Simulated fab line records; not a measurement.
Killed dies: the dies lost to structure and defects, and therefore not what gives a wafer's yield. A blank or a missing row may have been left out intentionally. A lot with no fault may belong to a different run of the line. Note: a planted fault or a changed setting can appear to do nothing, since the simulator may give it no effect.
Split-lot trial | flow sfq_line | on a route of 325 steps: 5 lots, 23 wafers read

## ABOUT THE SPLIT
At SFQ_TRILAYER_M7_DEP_SPUTTER_175 (material Nb, target thk 200 nm, time 133.3 s), the setting time_s was moved away from the recipe's 133.3 s on 5 of the 23 wafers read, by -14.8% to +14.4%. The other wafers ran this setting at the recipe's value.

## FROM THE SPLIT TO THE READING: what the file shows between them, 5 steps
- SFQ_M7_RS_MEAS_943: measures by four-point-probe
- SFQ_TRILAYER_M7_LITHO_COAT_182: resist thk 62 nm (also split here: spin_rpm)
- SFQ_TRILAYER_M7_LITHO_COAT_177: resist thk 600 nm
- SFQ_TRILAYER_M7_LITHO_SOFTBAKE_181
- SFQ_TRILAYER_M7_BARC_OPEN_METAL_ETCH_229: etches BARC in O2, target depth 125 nm, time 41.7 s

## THE READING
oes_product_au, in a.u., at SFQ_TRILAYER_M7_ETCH_METAL_ETCH_180 (etches Nb in Cl2/Ar, stops on SiO2, target depth 240 nm, time 120 s). Fault-free wafers of this fab line usually give 0.893 a.u., standard deviation 0.0078 a.u.

wafer  | tool, chamber at the split | time_s as run, s | against the recipe | oes_product_au, a.u. | against lot-mates on the recipe
L075.3 | pvd_sputter-04, -          | 133.3            | recipe             | 0.895                | -
L075.4 | pvd_sputter-04, -          | 133.3            | recipe             | 0.893                | -
L075.5 | pvd_sputter-04, -          | 133.3            | recipe             | 0.895                | -
L079.1 | pvd_sputter-04, -          | 133.3            | recipe             | 0.900                | -
L079.2 | pvd_sputter-04, -          | 133.3            | recipe             | 0.893                | -
L079.4 | pvd_sputter-04, -          | 133.3            | recipe             | 0.890                | -
L079.5 | pvd_sputter-04, -          | 133.3            | recipe             | 0.895                | -
L079.6 | pvd_sputter-04, -          | 133.3            | recipe             | 0.888                | -
L080.1 | pvd_sputter-06, -          | 133.3            | recipe             | 0.894                | -
L080.2 | pvd_sputter-06, -          | 133.3            | recipe             | 0.892                | -
L080.3 | pvd_sputter-06, -          | 152.5            | +14.4%             | 0.962                | +0.064
L080.4 | pvd_sputter-06, -          | 152.5            | +14.4%             | 0.969                | +0.071
L080.5 | pvd_sputter-06, -          | 133.3            | recipe             | 0.907                | -
L081.1 | pvd_sputter-04, -          | 133.3            | recipe             | 0.886                | -
L081.2 | pvd_sputter-04, -          | 133.3            | recipe             | 0.895                | -
L081.3 | pvd_sputter-04, -          | 113.6            | -14.8%             | 0.804                | -0.087
L081.5 | pvd_sputter-04, -          | 113.6            | -14.8%             | 0.820                | -0.071
L081.6 | pvd_sputter-04, -          | 113.6            | -14.8%             | 0.814                | -0.077
L083.2 | pvd_sputter-05, -          | 133.3            | recipe             | 0.893                | -
L083.3 | pvd_sputter-05, -          | 133.3            | recipe             | 0.884                | -
L083.4 | pvd_sputter-05, -          | 133.3            | recipe             | 0.904                | -
L083.5 | pvd_sputter-05, -          | 133.3            | recipe             | 0.891                | -
L083.6 | pvd_sputter-05, -          | 133.3            | recipe             | 0.892                | -

THE FIT
A straight line over all 23 wafers: oes_product_au changes by +0.00528 a.u. for each +1% of time_s; r = +0.99; the points scatter about the line by 0.006 a.u.
The same after taking each lot's own level away (the mean of its wafers on the recipe; 23 wafers): +0.00504 a.u. for each +1%; r = +0.99; scatter 0.0057 a.u.
That fit puts the effect of the largest move of time_s on the reading at 0.074 a.u.
Across the lots, their own levels run from 0.8905 to 0.8977 a.u., a range of 0.9 times the standard deviation given above.
Hence the lot-to-lot level has little effect on the slope; both slopes agree.
Check: -0.0719 a.u. against its lot-mates is what the line predicts for one of the wafers moved furthest among these (-14.8%) when that wafer is left out of the fit. Against them it came out at -0.0865 a.u.

## OTHER SPLITS APPLIED TO THESE WAFERS
Other splits were also applied to these wafers ahead of the reading. Each is held against what the fit with the lots' levels taken away leaves over:
other split on the same wafers               | wafers away from the commonest value | r with oes_product_au (lot level and that fit taken away)
SFQ_TRILAYER_I6_DEP_PECVD_165 time_s         | 7                                    | +0.24
SFQ_TRILAYER_I6_VIA_LITHO_EXPOSE_170 dose_mj | 8                                    | -0.13
SFQ_TRILAYER_M7_LITHO_COAT_182 spin_rpm      | 5                                    | -0.12

## THE WHOLE CHAIN: every reading that the file lists as answering this split, in the file's order
step                                | what it does                                                        | reading                                                                                   | change (the file's fit)                   | r (the file's)
SFQ_TRILAYER_M7_DEP_SPUTTER_175     | material Nb, target thk 200 nm, time 133.3 s                        | Nb_of_TRILAYER_M7_DEP_SPUTTER_175.thk_nm (the simulator's own value, which no gauge read) | +2.04 nm for each +1% of the setting      | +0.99
SFQ_M7_RS_MEAS_943                  | measures by four-point-probe                                        | M7_NB_RS                                                                                  | -0.00946 for each +1% of the setting      | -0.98
SFQ_TRILAYER_M7_ETCH_METAL_ETCH_180 | etches Nb in Cl2/Ar, stops on SiO2, target depth 240 nm, time 120 s | oes_product_au                                                                            | +0.00498 a.u. for each +1% of the setting | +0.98

## THE FILE'S OWN FIT
oes_product_au changes by +0.00498 a.u. for each +1% of time_s, r = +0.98.
